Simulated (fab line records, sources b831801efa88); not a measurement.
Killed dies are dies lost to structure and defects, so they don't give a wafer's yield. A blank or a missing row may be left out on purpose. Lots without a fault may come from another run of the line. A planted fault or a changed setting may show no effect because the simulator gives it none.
Which tool did it? | flow gf180mcu | 24 lots, 72 wafers sampled, at 2 steps of a route of 602

WHAT THE GAUGES READ, wafer by wafer
GF_M4_RS_MEAS_05: measures by four-point-probe.
lot  | measured     | on            | M4_ALCU_RS (ohm/sq)
L074 | day 23 05:40 | film_metro-02 | 0.0702 0.0694 0.0692
L075 | day 23 18:14 | film_metro-02 | 0.0687 0.0689 0.0691
L076 | day 23 23:24 | film_metro-02 | 0.0688 0.0699 0.0695
L077 | day 23 23:41 | film_metro-03 | 0.0697 0.0693 0.0687
L078 | day 24 02:37 | film_metro-04 | 0.0702 0.0691 0.0703
L080 | day 24 15:52 | film_metro-02 | 0.0709 0.0700 0.0708
L079 | day 24 19:11 | film_metro-02 | 0.0694 0.0681 0.0686
L082 | day 25 08:40 | film_metro-04 | 0.0695 0.0701 0.0696
L083 | day 25 15:52 | film_metro-03 | 0.0682 0.0697 0.0695
L081 | day 25 16:37 | film_metro-04 | 0.0693 0.0699 0.0682
L084 | day 25 23:17 | film_metro-03 | 0.0695 0.0692 0.0698
L085 | day 26 04:44 | film_metro-04 | 0.0684 0.0693 0.0693
L086 | day 26 20:43 | film_metro-02 | 0.0691 0.0695 0.0687
L087 | day 26 22:12 | film_metro-03 | 0.0700 0.0692 0.0693
L088 | day 26 22:59 | film_metro-04 | 0.0700 0.0700 0.0704
L089 | day 27 12:10 | film_metro-02 | 0.0696 0.0695 0.0696
L090 | day 27 21:35 | film_metro-04 | 0.0693 0.0690 0.0694
L091 | day 28 03:43 | film_metro-02 | 0.0689 0.0688 0.0688
L092 | day 28 08:53 | film_metro-02 | 0.0692 0.0706 0.0706
L093 | day 28 11:34 | film_metro-03 | 0.0692 0.0695 0.0693
L094 | day 28 21:41 | film_metro-03 | 0.0694 0.0699 0.0697
L095 | day 29 00:20 | film_metro-04 | 0.0698 0.0687 0.0698
L096 | day 29 08:19 | film_metro-02 | 0.0697 0.0698 0.0698
L097 | day 29 11:46 | film_metro-04 | 0.0688 0.0679 0.0686

WHICH TOOL RAN EACH LOT (tool, then ch and the chambers of the sampled wafers, then the start)
lot  | GF_V3_SPUTTER_21
L074 | pvd_sputter-02, day 23 04:46
L075 | pvd_sputter-02, day 23 16:58
L076 | pvd_sputter-02, day 23 22:27
L077 | pvd_sputter-03, day 23 22:46
L078 | pvd_sputter-04, day 24 01:41
L080 | pvd_sputter-02, day 24 14:57
L079 | pvd_sputter-04, day 24 18:15
L082 | pvd_sputter-03, day 25 07:46
L083 | pvd_sputter-04, day 25 14:58
L081 | pvd_sputter-03, day 25 15:43
L084 | pvd_sputter-02, day 25 22:23
L085 | pvd_sputter-02, day 26 03:49
L086 | pvd_sputter-02, day 26 19:49
L087 | pvd_sputter-04, day 26 21:16
L088 | pvd_sputter-03, day 26 22:04
L089 | pvd_sputter-03, day 27 11:13
L090 | pvd_sputter-04, day 27 20:39
L091 | pvd_sputter-03, day 28 02:45
L092 | pvd_sputter-03, day 28 07:58
L093 | pvd_sputter-02, day 28 10:38
L094 | pvd_sputter-04, day 28 20:46
L095 | pvd_sputter-04, day 28 23:25
L096 | pvd_sputter-02, day 29 07:07
L097 | pvd_sputter-03, day 29 10:47
- GF_V3_SPUTTER_21: material Ti, target thk 15 nm, time 80.02 s.

WHAT THE TOOLS THEMSELVES READ (means of the sampled wafers that have a number; where no wafer has one, the mark that the record gives instead)
GF_V3_SPUTTER_21.
lot  | tool           | substrate_temp_c (C) | throttle_valve_pct (%)
L074 | pvd_sputter-02 | 199.87               | 29.7
L075 | pvd_sputter-02 | 199.78               | 29.7
L076 | pvd_sputter-02 | 199.73               | 29.9
L077 | pvd_sputter-03 | 200.07               | 29.7
L078 | pvd_sputter-04 | 200.04               | 30.3
L080 | pvd_sputter-02 | 199.82               | 29.2
L079 | pvd_sputter-04 | 200.10               | 30.6
L082 | pvd_sputter-03 | 199.85               | 29.8
L083 | pvd_sputter-04 | 199.92               | 31.1
L081 | pvd_sputter-03 | 199.99               | 29.4
L084 | pvd_sputter-02 | 200.01               | 29.9
L085 | pvd_sputter-02 | 199.91               | 29.2
L086 | pvd_sputter-02 | 200.04               | 30.0
L087 | pvd_sputter-04 | 199.93               | 31.2
L088 | pvd_sputter-03 | 200.02               | 30.6
L089 | pvd_sputter-03 | 200.22               | 29.1
L090 | pvd_sputter-04 | 200.04               | 30.9
L091 | pvd_sputter-03 | 200.04               | 28.6
L092 | pvd_sputter-03 | 200.04               | 28.9
L093 | pvd_sputter-02 | 199.84               | 30.0
L094 | pvd_sputter-04 | 200.08               | 31.2
L095 | pvd_sputter-04 | 199.95               | 30.6
L096 | pvd_sputter-02 | 200.04               | 30.0
L097 | pvd_sputter-03 | 199.94               | 29.8

THE ANSWER, worked out from the rows above alone
Rule: what is usual is taken from the lots themselves. Put in order of their means at a reading, lots are off if they are a third of the lots or fewer, leave a main group of 4 or more, and stand apart from it by a gap of 3 or more times the standard deviation of the main group's means; of several such gaps the widest counts. A main group whose means are all the same, to the digits that the tables above print for the reading, isn't used. A lot without any number at a reading at which 4 lots or more have one is off too. The other lots that the step has rows for count as sound. The gauges are gone through in route order, then the tools' own readings, and for those a lot's mean is taken as printed above. The first step at which some lot is off is used, and at that step the reading that is off furthest; a lot without a number counts as furthest.
No lot is off at any reading shown: from this, nothing can be told.

WHAT THE SIMULATOR HAD PUT IN
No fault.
